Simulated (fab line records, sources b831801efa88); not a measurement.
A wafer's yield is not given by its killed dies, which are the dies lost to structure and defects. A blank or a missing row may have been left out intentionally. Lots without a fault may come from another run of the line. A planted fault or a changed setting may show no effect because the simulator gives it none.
Which of the tools did it? + flow sky130 + 27 wafers from 9 lots sampled at 7 of the route's 708 steps

== WHAT THE GAUGES READ, wafer by wafer ==
The record holds no reading of a measuring or inspecting step that can be judged against a usual standard deviation.

== WHICH TOOL RAN EACH LOT (tool, then ch and the chambers of the sampled wafers, then the start) ==
| lot  | SKY_VIA2_ETCH_14                   | SKY_VIA2_ETCH_15                   | SKY_VIA2_SPUTTER_20          | SKY_METAL3_ETCH_16                | SKY_METAL3_ETCH_17                 | SKY_METAL3_METAL_ETCH_18          | SKY_PAD_OPEN_PROBE_99   |
|------|------------------------------------|------------------------------------|------------------------------|-----------------------------------|------------------------------------|-----------------------------------|-------------------------|
| L884 | rie diel-04 ch 0,2,3, day 35 21:15 | rie diel-04 ch 0,2,3, day 35 21:17 | pvd sputter-02, day 35 21:59 | rie metal-02 ch 0, day 38 03:50   | rie diel-01 ch 1,2, day 38 03:55   | rie metal-04 ch 0,1, day 38 03:56 | -                       |
| L886 | rie diel-01 ch 1,2,3, day 36 18:09 | rie diel-01 ch 1,2,3, day 36 18:11 | pvd sputter-02, day 36 18:51 | rie metal-02 ch 0,1, day 39 00:25 | rie diel-01 ch 0,2,3, day 39 00:30 | rie metal-03 ch 0,1, day 39 00:31 | -                       |
| L887 | rie diel-04 ch 0,1,2, day 36 20:20 | rie diel-04 ch 0,1,2, day 36 20:23 | pvd sputter-01, day 36 21:02 | rie metal-02 ch 0,1, day 39 03:11 | rie diel-04 ch 0,2, day 39 03:17   | rie metal-03 ch 1, day 39 03:18   | prober-01, day 46 05:47 |
| L888 | rie diel-01 ch 0,1,3, day 37 08:02 | rie diel-01 ch 0,1,3, day 37 08:04 | pvd sputter-04, day 37 08:44 | rie metal-02 ch 0,1, day 39 13:16 | rie diel-03 ch 0,1,2, day 39 13:22 | rie metal-04 ch 0,1, day 39 13:23 | prober-02, day 46 14:35 |
| L889 | rie diel-04 ch 1,2,3, day 38 03:55 | rie diel-04 ch 1,2,3, day 38 03:58 | pvd sputter-04, day 38 04:37 | rie metal-03 ch 0, day 40 09:07   | rie diel-03 ch 2,3, day 40 09:13   | rie metal-04 ch 0,1, day 40 09:14 | prober-01, day 47 06:40 |
| L892 | rie diel-02 ch 0,1,2, day 39 04:18 | rie diel-02 ch 0,1,2, day 39 04:21 | pvd sputter-04, day 39 05:00 | rie metal-02 ch 0,1, day 41 06:49 | rie diel-03 ch 0,2,3, day 41 06:54 | rie metal-04 ch 1, day 41 06:59   | -                       |
| L902 | rie diel-01 ch 0,2,3, day 42 02:45 | rie diel-01 ch 0,2,3, day 42 02:48 | pvd sputter-04, day 42 03:28 | rie metal-02 ch 0,1, day 44 02:05 | rie diel-01 ch 0,2,3, day 44 02:11 | rie metal-03 ch 0,1, day 44 02:12 | -                       |
| L906 | rie diel-04 ch 1,2,3, day 42 15:20 | rie diel-04 ch 1,2,3, day 42 15:22 | pvd sputter-01, day 42 16:02 | rie metal-02 ch 0,1, day 44 15:01 | rie diel-01 ch 0,1,2, day 44 15:07 | rie metal-04 ch 0,1, day 44 15:07 | -                       |
| L907 | rie diel-04 ch 0,1,3, day 42 23:27 | rie diel-04 ch 0,1,3, day 42 23:30 | pvd sputter-01, day 43 00:11 | rie metal-03 ch 0,1, day 44 22:47 | rie diel-01 ch 1,3, day 44 22:53   | rie metal-02 ch 0,1, day 44 22:54 | -                       |
- SKY_VIA2_ETCH_14: etches BARC in N2/H2, stops on SiO2, time 45.9 s, target depth 60 nm.
- SKY_VIA2_ETCH_15: etches SiO2 in C4F8/O2/Ar, stops on TiN, target depth 546 nm, time 84 s.
- SKY_VIA2_SPUTTER_20: material TiN, target thk 20 nm, time 80 s.
- SKY_METAL3_ETCH_16: etches BARC in N2/H2, stops on SiO2, time 88.2 s, target depth 60 nm.
- SKY_METAL3_ETCH_17: etches SiO2 in C4F8/O2/Ar, stops on TiN, time 3.9 s, target depth 15 nm.
- SKY_METAL3_METAL_ETCH_18: etches the open film in Cl2/BCl3, stops on SiO2, target depth 845 nm, time 183.1 s.
- SKY_PAD_OPEN_PROBE_99

== WHAT THE TOOLS THEMSELVES READ (means of the sampled wafers that have a number; where no wafer has one, the mark that the record gives instead) ==
SKY_VIA2_ETCH_14. Usual: bias w 100.0 W, standard deviation 0.3; chamber pressure mTorr 30.00 mTorr, standard deviation 0.039; drypump motor current A 5.7 A, standard deviation 0.44; n2 flow sccm 100.05 sccm, standard deviation 0.3; oes product au 0.856 a.u., standard deviation 0.0046; throttle valve pct 13.225 %, standard deviation 0.0094.
| lot  | tool        | bias w (W) | chamber pressure mTorr (mTorr) | drypump motor current A (A) | n2 flow sccm (sccm) | oes product au (a.u.) | throttle valve pct (%) | flag |
|------|-------------|------------|--------------------------------|-----------------------------|---------------------|-----------------------|------------------------|------|
| L884 | rie diel-04 | 99.9       | 30.02                          | 5.7                         | 99.99               | 0.857                 | 13.230                 |      |
| L886 | rie diel-01 | 100.0      | 30.01                          | 6.1                         | 99.92               | 0.852                 | 13.219                 |      |
| L887 | rie diel-04 | 99.7       | 29.98                          | 5.5                         | 100.15              | 0.857                 | 13.222                 |      |
| L888 | rie diel-01 | 100.2      | 30.01                          | 5.9                         | 100.01              | 0.854                 | 13.227                 |      |
| L889 | rie diel-04 | 100.1      | 29.97                          | 5.6                         | 100.20              | 0.858                 | 13.227                 |      |
| L892 | rie diel-02 | 99.9       | 30.00                          | 5.7                         | 100.04              | 0.855                 | 13.232                 |      |
| L902 | rie diel-01 | 100.2      | 30.01                          | 5.9                         | 100.23              | 0.855                 | 13.221                 |      |
| L906 | rie diel-04 | 100.3      | 29.97                          | 5.6                         | 100.09              | 0.850                 | 13.229                 |      |
| L907 | rie diel-04 | 100.1      | 29.98                          | 5.3                         | 100.06              | 0.861                 | 13.227                 |      |

SKY_VIA2_ETCH_15. Usual: bias w 1200 W, standard deviation 3.4; chamber pressure mTorr 40.00 mTorr, standard deviation 0.036; oes product au 0.940 a.u., standard deviation 0.0045.
| lot  | tool        | bias w (W) | chamber pressure mTorr (mTorr) | oes product au (a.u.) | flag |
|------|-------------|------------|--------------------------------|-----------------------|------|
| L884 | rie diel-04 | 1198       | 40.01                          | 0.940                 |      |
| L886 | rie diel-01 | 1197       | 39.99                          | 0.944                 |      |
| L887 | rie diel-04 | 1203       | 40.02                          | 0.939                 |      |
| L888 | rie diel-01 | 1198       | 40.04                          | 0.935                 |      |
| L889 | rie diel-04 | 1195       | 39.96                          | 0.940                 |      |
| L892 | rie diel-02 | 1200       | 40.03                          | 0.943                 |      |
| L902 | rie diel-01 | 1200       | 39.97                          | 0.938                 |      |
| L906 | rie diel-04 | 1197       | 39.99                          | 0.943                 |      |
| L907 | rie diel-04 | 1200       | 40.00                          | 0.937                 |      |

SKY_VIA2_SPUTTER_20. Usual: throttle valve pct reads 29.8 % (standard deviation 0.86).
| lot  | tool           | throttle valve pct (%) | flag |
|------|----------------|------------------------|------|
| L884 | pvd sputter-02 | 30.5                   |      |
| L886 | pvd sputter-02 | 30.1                   |      |
| L887 | pvd sputter-01 | 30.1                   |      |
| L888 | pvd sputter-04 | 29.1                   |      |
| L889 | pvd sputter-04 | 29.0                   |      |
| L892 | pvd sputter-04 | 29.4                   |      |
| L902 | pvd sputter-04 | 29.8                   |      |
| L906 | pvd sputter-01 | 29.5                   |      |
| L907 | pvd sputter-01 | 29.5                   |      |

SKY_METAL3_ETCH_16. Usual: bias w 99.90 W, standard deviation 0.26; chamber pressure mTorr 30.002 mTorr, standard deviation 0.027; drypump motor current A 5.7 A, standard deviation 0.52; n2 flow sccm 99.99 sccm, standard deviation 0.25; oes product au 0.625 a.u., standard deviation 0.0042; throttle valve pct 13.205 %, standard deviation 0.0095.
| lot  | tool         | bias w (W) | chamber pressure mTorr (mTorr) | drypump motor current A (A) | n2 flow sccm (sccm) | oes product au (a.u.) | throttle valve pct (%) | flag |
|------|--------------|------------|--------------------------------|-----------------------------|---------------------|-----------------------|------------------------|------|
| L884 | rie metal-02 | 100.05     | 30.021                         | 5.9                         | 100.16              | 0.621                 | 13.206                 |      |
| L886 | rie metal-02 | 99.90      | 30.012                         | 5.9                         | 100.13              | 0.625                 | 13.210                 |      |
| L887 | rie metal-02 | -          | -                              | -                           | -                   | -                     | -                      | OFF  |
| L888 | rie metal-02 | -          | -                              | -                           | -                   | -                     | -                      | OFF  |
| L889 | rie metal-03 | -          | -                              | -                           | -                   | -                     | -                      | OFF  |
| L892 | rie metal-02 | 99.70      | 30.006                         | 5.9                         | 99.98               | 0.628                 | 13.201                 |      |
| L902 | rie metal-02 | 99.90      | 30.005                         | 5.9                         | 99.89               | 0.622                 | 13.206                 |      |
| L906 | rie metal-02 | 99.79      | 29.991                         | 6.0                         | 99.85               | 0.625                 | 13.202                 |      |
| L907 | rie metal-03 | 100.15     | 30.018                         | 5.2                         | 99.92               | 0.626                 | 13.204                 |      |

SKY_METAL3_ETCH_17. Usual: bias w 1200 W, standard deviation 3.5; chamber pressure mTorr 40.00 mTorr, standard deviation 0.033; oes product au 0.754 a.u., standard deviation 0.0078.
| lot  | tool        | bias w (W) | chamber pressure mTorr (mTorr) | oes product au (a.u.) | flag |
|------|-------------|------------|--------------------------------|-----------------------|------|
| L884 | rie diel-01 | 1198       | 40.01                          | 0.752                 |      |
| L886 | rie diel-01 | 1198       | 39.98                          | 0.760                 |      |
| L887 | rie diel-04 | 1200       | 39.97                          | 0.375                 | OFF  |
| L888 | rie diel-03 | 1197       | 39.99                          | 0.380                 | OFF  |
| L889 | rie diel-03 | 1202       | 39.99                          | 0.374                 | OFF  |
| L892 | rie diel-03 | 1204       | 39.98                          | 0.749                 |      |
| L902 | rie diel-01 | 1201       | 40.03                          | 0.752                 |      |
| L906 | rie diel-01 | 1201       | 39.99                          | 0.744                 |      |
| L907 | rie diel-01 | 1202       | 40.04                          | 0.752                 |      |

SKY_METAL3_METAL_ETCH_18. Usual: bcl3 flow sccm 30.00 sccm, standard deviation 0.098; bias w 48.53 W, standard deviation 0.16; drypump motor current A 5.6 A, standard deviation 0.55; mfc cl2 sccm 60.01 sccm, standard deviation 0.18; oes product au 0.865 a.u., standard deviation 0.0063; throttle valve pct 22.263 %, standard deviation 0.0093.
| lot  | tool         | bcl3 flow sccm (sccm) | bias w (W) | drypump motor current A (A) | mfc cl2 sccm (sccm) | oes product au (a.u.) | throttle valve pct (%) | flag |
|------|--------------|-----------------------|------------|-----------------------------|---------------------|-----------------------|------------------------|------|
| L884 | rie metal-04 | 30.03                 | 48.57      | 5.9                         | 60.03               | 0.862                 | 22.268                 |      |
| L886 | rie metal-03 | 29.89                 | 48.48      | 5.2                         | 59.94               | 0.867                 | 22.268                 |      |
| L887 | rie metal-03 | 29.93                 | 48.40      | 5.0                         | 59.89               | 0.369                 | 22.267                 | OFF  |
| L888 | rie metal-04 | 29.98                 | 48.57      | 5.4                         | 59.88               | 0.374                 | 22.273                 | OFF  |
| L889 | rie metal-04 | 29.95                 | 48.55      | 5.4                         | 60.15               | 0.375                 | 22.268                 | OFF  |
| L892 | rie metal-04 | 30.02                 | 48.63      | 4.9                         | 60.16               | 0.866                 | 22.261                 |      |
| L902 | rie metal-03 | 30.05                 | 48.54      | 5.4                         | 59.98               | 0.865                 | 22.264                 |      |
| L906 | rie metal-04 | 30.11                 | 48.50      | 5.4                         | 59.99               | 0.864                 | 22.258                 |      |
| L907 | rie metal-02 | 29.99                 | 48.61      | 5.9                         | 60.07               | 0.857                 | 22.261                 |      |

SKY_PAD_OPEN_PROBE_99. Usual: defect limited yield 82.5 %, standard deviation 1.9; killed_at_M0_to_M3 44, standard deviation 7.3; killed_at_M4_up 3.1, standard deviation 1.9; killed at contacts 24, standard deviation 5.3; killed at front end 15, standard deviation 4; killed at other 0.4, standard deviation 0.6; killed dies 86, standard deviation 9.2; killed on rim 17, standard deviation 3.5; killed open 47, standard deviation 6.9; killed short 39, standard deviation 6.9; sort_bin_3_pad_short 0.8 %, standard deviation 0.41; sort_bin_5_function 10.6 %, standard deviation 1.5; sort_bin_6_memory 6.1 %, standard deviation 1.1; sort n pass 406, standard deviation 9.2; sort yield pct 82.5 %, standard deviation 1.9.
| lot  | tool      | defect limited yield (%) | killed_at_M0_to_M3 | killed_at_M4_up | killed at contacts | killed at front end | killed at other | killed dies | killed on rim | killed open | killed short | sort_bin_3_pad_short (%) | sort_bin_5_function (%) | sort_bin_6_memory (%) | sort n pass | sort yield pct (%) | flag |
|------|-----------|--------------------------|--------------------|-----------------|--------------------|---------------------|-----------------|-------------|---------------|-------------|--------------|--------------------------|-------------------------|-----------------------|-------------|--------------------|------|
| L887 | prober-01 | 0.0                      | 454                | 3.3             | 19                 | 15                  | 0.7             | 492         | 96            | 45          | 36           | 0.9                      | 92.3                    | 6.8                   | 0           | 0.0                | OFF  |
| L888 | prober-02 | 0.0                      | 456                | 3.0             | 20                 | 12                  | 1.0             | 492         | 96            | 35          | 36           | 0.9                      | 93.2                    | 5.9                   | 0           | 0.0                | OFF  |
| L889 | prober-01 | 0.0                      | 446                | 1.0             | 27                 | 17                  | 1.0             | 492         | 96            | 52          | 40           | 0.9                      | 92.8                    | 6.3                   | 0           | 0.0                | OFF  |

== THE ANSWER, worked out from the rows above alone ==
Rule: a lot is off if the mean of its wafers that have a number lies more than 3 standard deviations from the usual mean. A lot without any number at a reading at which 4 lots or more have one is off too. Any other lot the step has rows for is counted as sound. The gauges are gone through in route order, then the tools' own readings, and for those a lot's mean is taken as printed above. The first step at which some lot is off is used, and at that step the reading that is off furthest; a lot without a number counts as furthest.
Off at SKY_METAL3_ETCH_16 (bias w): L887, L888, L889. Without a number there: L887, L888, L889.
A tool fits if, at that step or a process step before it, it ran every lot that is off, and no sound lot after the first of them. Not one of the candidates tried fits.

== WHAT WAS PUT IN BY THE SIMULATOR ==
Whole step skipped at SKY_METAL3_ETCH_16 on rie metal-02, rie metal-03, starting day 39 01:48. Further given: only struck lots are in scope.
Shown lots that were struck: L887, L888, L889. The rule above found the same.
